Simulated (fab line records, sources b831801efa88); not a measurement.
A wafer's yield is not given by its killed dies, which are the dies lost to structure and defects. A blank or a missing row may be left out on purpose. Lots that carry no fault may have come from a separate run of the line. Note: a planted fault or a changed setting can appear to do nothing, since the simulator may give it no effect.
fab line records	flow gf180mcu
[record] lots = 14	wafers = 42	lastDay = 34
route steps=602 shown V3@452 M4@468 V4@499 MIM@505
lots untouched by any fault: they come from a run of this same line in which no faults occurred
startH: hours from the record's first day to the start of the lot's first wafer shown	waitH: how many hours have passed since the lot's step before this one	" as in the row above	L1.1+2: a row that stands for several wafers	- no value, or no start was given	* or withheld: withheld	< > ~ a bound
route shown NAME@n: NAME is a module with steps in the file, n the number in the route of the first one	usual: mean/standard deviation taken from wafers without a fault	same: alike in all rows	chamber/n: place in a boat	sites: readings site by site	_std_site: the values' standard deviation	_edge_site: outer sites' mean less inner sites'	radiusMm: how far each site lies from the wafer's centre	mask NAME#n: copy n	behind: tool/chamber where the wafer was last shaped	hold: cause of the lot's hold/its duration in hours/its outcome	device: the n, p or np transistor that did not switch	end of line: the tests these same wafers got at the end of their route	for a step that has no rows: nothing shown but its recipe	killed: dies that structure and defects cost at the first sort, which is not the same as the wafer's yield	map: a wafer's dies, x killed, . not, _ none there
set.NAME: the setting that was run; set.NAME@STEP: the one run at that earlier step	model.NAME: the simulator's own value behind a step, which no gauge read
a sample of lots followed through the steps of the route, with each step as a table and each wafer as a row
services: when a tool's chamber went out of use (startH, in hours from the record's first day, below 0 if earlier), for how many hours, and the reason
[[steps]]
[step GF_V3_CVD_23]
[recipe] material = W	targetThkNm = 350	timeS = 104.9	tempC = 400	pressureTorr = 40
[usual] heaterPowerW = 768/100	susceptorTempC = 400.01/0.23
lot.wafer	tool	chamber	startH	waitH	heaterPowerW	sinceWetCleanH	susceptorTempC
L466.1	cvdW-02	1	514.94	0.0	662	111	400.18
L466.4	"	1	"	"	665	-	400.48
L466.6	"	1	"	"	656	-	400.28
L469.2	cvdW-01	1	541.78	0.0	793	638	399.96
L469.3	"	1	"	"	789	-	400.10
L469.5	"	0	"	"	915	-	399.84
L473.1	cvdW-02	1	572.27	0.0	664	168	399.87
L473.2	"	0	"	"	802	168	399.98
L473.4	"	0	"	"	825	-	400.17
L474.2	cvdW-02	1	577.84	0.0	648	174	400.00
L474.3	"	1	"	"	656	-	400.17
L474.4	"	0	"	"	814	-	400.08
L475.2	cvdW-01	0	589.88	0.0	937	686	400.34
L475.4	"	1	"	"	808	-	399.54
L475.6	"	1	"	"	786	-	400.00
L479.3	cvdW-02	1	620.60	0.1	650	-	399.98
L479.5	"	0	"	"	809	-	399.81
L479.6	"	1	"	"	660	-	400.13
L480.1	cvdW-01	0	627.59	0.0	893	724	399.69
L480.2	"	1	"	"	786	724	399.92
L480.5	"	1	"	"	801	-	399.97
L481.1	cvdW-02	0	636.91	0.0	829	233	399.84
L481.2	"	1	"	"	655	233	399.48
L481.3	"	0	"	"	807	-	399.86
L484.1	cvdW-02	1	655.55	0.0	661	252	399.85
L484.2	"	0	"	"	809	252	400.04
L484.5	"	0	"	"	801	-	400.20
L485.1	cvdW-01	1	661.72	0.0	787	758	399.85
L485.3	"	0	"	"	915	-	400.26
L485.4	"	1	"	"	811	-	400.11
L486.1	cvdW-01	0	676.54	0.0	915	773	400.18
L486.2	"	1	"	"	791	773	399.60
L486.6	"	1	"	"	798	-	399.98
L487.2	cvdW-02	1	680.69	0.0	648	277	400.11
L487.3	"	0	"	"	797	-	400.01
L487.4	"	1	"	"	686	-	399.70
L488.1	cvdW-01	1	690.55	0.0	789	787	399.93
L488.3	"	0	"	"	928	-	399.85
L488.5	"	0	"	"	919	-	400.18
L489.1	cvdW-02	0	691.07	0.0	810	287	400.11
L489.3	"	1	"	"	663	-	400.20
L489.6	"	1	"	"	672	-	400.15
[step GF_M4_PEB_12]
[recipe] pebTempC = 135	pebTimeS = 90	resist = KrF
[usual] chillPlateTempC = 22.98/0.13	exhaustPa = 45.1/0.87
lot.wafer	tool	chamber	startH	waitH	chillPlateTempC	exhaustPa
L466.1	lithoTrack-03	0	537.67	-	22.95	45.5
L466.4	"	0	"	"	23.04	45.3
L466.6	"	0	"	"	23.06	45.3
L469.2	lithoTrack-04	0	564.21	-	22.85	43.8
L469.3	"	0	"	"	22.88	44.6
L469.5	"	0	"	"	22.87	45.9
L473.1	lithoTrack-03	-	593.37	-	-	-
L473.2	"	-	"	"	-	-
L473.4	"	-	"	"	-	-
L474.2	lithoTrack-02	-	599.36	-	-	-
L474.3	"	-	"	"	-	-
L474.4	"	-	"	"	-	-
L475.2	lithoTrack-04	0	611.11	-	23.03	45.2
L475.4	"	0	"	"	23.22	44.1
L475.6	"	0	"	"	23.06	44.8
L479.3	lithoTrack-02	0	640.85	-	22.74	44.9
L479.5	"	0	"	"	22.81	45.1
L479.6	"	0	"	"	22.92	45.3
L480.1	lithoTrack-03	0	648.17	-	23.13	47.1
L480.2	"	0	"	"	23.11	45.3
L480.5	"	0	"	"	23.11	47.6
L481.1	lithoTrack-04	0	658.47	-	22.82	44.9
L481.2	"	0	"	"	22.89	45.8
L481.3	"	0	"	"	22.90	44.2
L484.1	lithoTrack-03	0	675.12	-	22.69	44.0
L484.2	"	0	"	"	22.89	44.9
L484.5	"	0	"	"	22.80	43.2
L485.1	lithoTrack-02	0	681.43	-	23.15	44.6
L485.3	"	0	"	"	23.02	44.5
L485.4	"	0	"	"	23.00	45.1
L486.1	lithoTrack-04	0	695.42	-	23.09	44.4
L486.2	"	0	"	"	23.09	45.2
L486.6	"	0	"	"	23.08	46.2
L487.2	lithoTrack-02	0	699.96	-	23.21	44.5
L487.3	"	0	"	"	23.04	44.5
L487.4	"	0	"	"	23.10	45.5
L488.1	lithoTrack-04	0	709.62	-	22.81	45.8
L488.3	"	0	"	"	22.98	45.9
L488.5	"	0	"	"	22.82	44.8
L489.1	lithoTrack-02	0	710.03	-	23.04	47.1
L489.3	"	0	"	"	23.03	45.7
L489.6	"	0	"	"	23.07	45.6
[step GF_V4_CVD_23]
[recipe] material = W	targetThkNm = 350	timeS = 104.9	tempC = 400	pressureTorr = 40
[usual] heaterPowerW = 794/90	susceptorTempC = 399.97/0.25
lot.wafer	tool	chamber	startH	waitH	heaterPowerW	sinceWetCleanH	susceptorTempC
L466.1	cvdW-01	0	561.71	0.0	921	658	400.04
L466.4	"	0	"	"	897	-	399.64
L466.6	"	0	"	"	902	-	399.61
L469.2	cvdW-02	0	588.24	0.0	814	184	399.83
L469.3	"	0	"	"	823	-	399.48
L469.5	"	1	"	"	638	-	400.21
L475.2	cvdW-01	1	634.34	0.0	786	730	400.07
L475.4	"	0	"	"	930	-	400.05
L475.6	"	0	"	"	903	-	400.21
L479.3	cvdW-01	1	662.98	0.1	809	-	399.90
L479.5	"	1	"	"	772	-	399.56
L479.6	"	0	"	"	927	-	400.11
L480.1	cvdW-02	0	670.05	0.0	798	266	400.15
L480.2	"	1	"	"	658	266	399.99
L480.5	"	1	"	"	660	-	400.34
L481.1	cvdW-01	0	680.53	0.0	923	777	399.88
L481.2	"	1	"	"	796	777	400.08
L481.3	"	1	"	"	814	-	400.08
L484.1	cvdW-02	0	697.01	0.0	808	293	400.03
L484.2	"	1	"	"	675	293	400.01
L484.5	"	1	"	"	658	-	400.34
L485.1	cvdW-01	0	702.37	0.0	887	798	399.92
L485.3	"	0	"	"	914	-	400.01
L485.4	"	1	"	"	810	-	399.78
L486.1	cvdW-02	1	716.63	0.0	647	313	400.19
L486.2	"	0	"	"	833	313	400.01
L486.6	"	1	"	"	650	-	399.90
L487.2	cvdW-02	1	720.18	0.0	662	316	399.95
L487.3	"	0	"	"	817	-	399.62
L487.4	"	1	"	"	669	-	400.26
L488.1	cvdW-02	1	730.20	0.0	672	326	399.53
L488.3	"	1	"	"	662	-	399.81
L488.5	"	1	"	"	657	-	399.72
L489.1	cvdW-02	1	730.69	0.0	654	327	400.17
L489.3	"	0	"	"	825	-	400.09
L489.6	"	1	"	"	669	-	399.85
[step GF_MIM_SPUTTER_02]
[recipe] material = AlCu	targetThkNm = 450	powerW = 10600	timeS = 23.9	chamberPressurePa = 0.4
[usual] throttleValvePct = 30.0/0.81
lot.wafer	tool	chamber	startH	waitH	throttleValvePct
L466.1	pvdSputter-04	-	562.43	0.0	31.2
L466.4	"	-	"	"	29.0
L466.6	"	-	"	"	30.7
L469.2	pvdSputter-03	-	588.96	0.0	29.6
L469.3	"	-	"	"	29.3
L469.5	"	-	"	"	29.5
L475.2	pvdSputter-03	-	635.06	0.0	30.8
L475.4	"	-	"	"	29.6
L475.6	"	-	"	"	30.9
L479.3	pvdSputter-01	-	663.74	0.0	31.2
L479.5	"	-	"	"	28.5
L479.6	"	-	"	"	30.3
L480.1	pvdSputter-03	-	670.77	0.0	29.6
L480.2	"	-	"	"	30.6
L480.5	"	-	"	"	29.5
L481.1	pvdSputter-04	-	681.26	0.0	28.8
L481.2	"	-	"	"	30.2
L481.3	"	-	"	"	30.7
L484.1	pvdSputter-03	-	697.73	0.0	30.5
L484.2	"	-	"	"	31.1
L484.5	"	-	"	"	30.6
L485.1	pvdSputter-03	-	703.09	0.0	30.4
L485.3	"	-	"	"	29.6
L485.4	"	-	"	"	29.5
L486.1	pvdSputter-01	-	717.36	0.0	29.7
L486.2	"	-	"	"	28.1
L486.6	"	-	"	"	31.2
L487.2	pvdSputter-03	-	720.90	0.0	29.5
L487.3	"	-	"	"	30.7
L487.4	"	-	"	"	31.1
L488.1	pvdSputter-01	-	731.21	0.0	29.7
L488.3	"	-	"	"	30.5
L488.5	"	-	"	"	28.3
L489.1	pvdSputter-01	-	731.81	0.0	28.2
L489.3	"	-	"	"	29.7
L489.6	"	-	"	"	29.5
[[services]]
tool	chamber	startH	hours	kind
pvdSputter-03	-	504.02	0.9	repair
cvdW-02	-	508.29	6.4	repair
pvdSputter-01	-	535.85	1.7	repair
pvdSputter-01	-	538.07	1.2	repair
pvdSputter-01	-	548.95	46.6	repair
cvdW-02	-	640.76	6.0	pm
cvdW-01	-	649.48	2.8	pm
cvdW-01	-	710.05	0.2	repair
cvdW-01	-	710.37	0.2	repair
pvdSputter-04	-	713.02	7.0	repair
cvdW-01	1	715.05	21.8	repair
pvdSputter-03	-	725.57	0.7	repair
[[key]]
[firstSign] step = GF_M4_PEB_12	reading = toolRecord	direction = missing
effect none on later readings
metAt GF_M4_PEB_12
struckLots L473,L474
laterRowsLeftOut L473.1,L473.2,L473.4,L474.2,L474.3,L474.4
sortLeftOut L473.1,L473.2,L473.4,L474.2,L474.3,L474.4
notActingAt GF_V3_CVD_23,GF_V4_CVD_23,GF_MIM_SPUTTER_02
onsetBetween 537.67 593.37
[fault] kind = skippedStepWhole	tool = lithoTrack-02,lithoTrack-03	chamber = -	onsetH = 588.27	steps = GF_M4_PEB_12	scope = struckLotsOnly
// sortLeftOut: the simulated sort isn't trusted on such a fault, so these wafers' sort isn't shown, and their yield isn't known
// laterRowsLeftOut: the simulator's readings of these wafers behind a module that went badly wrong aren't trusted and aren't shown, but for the sort
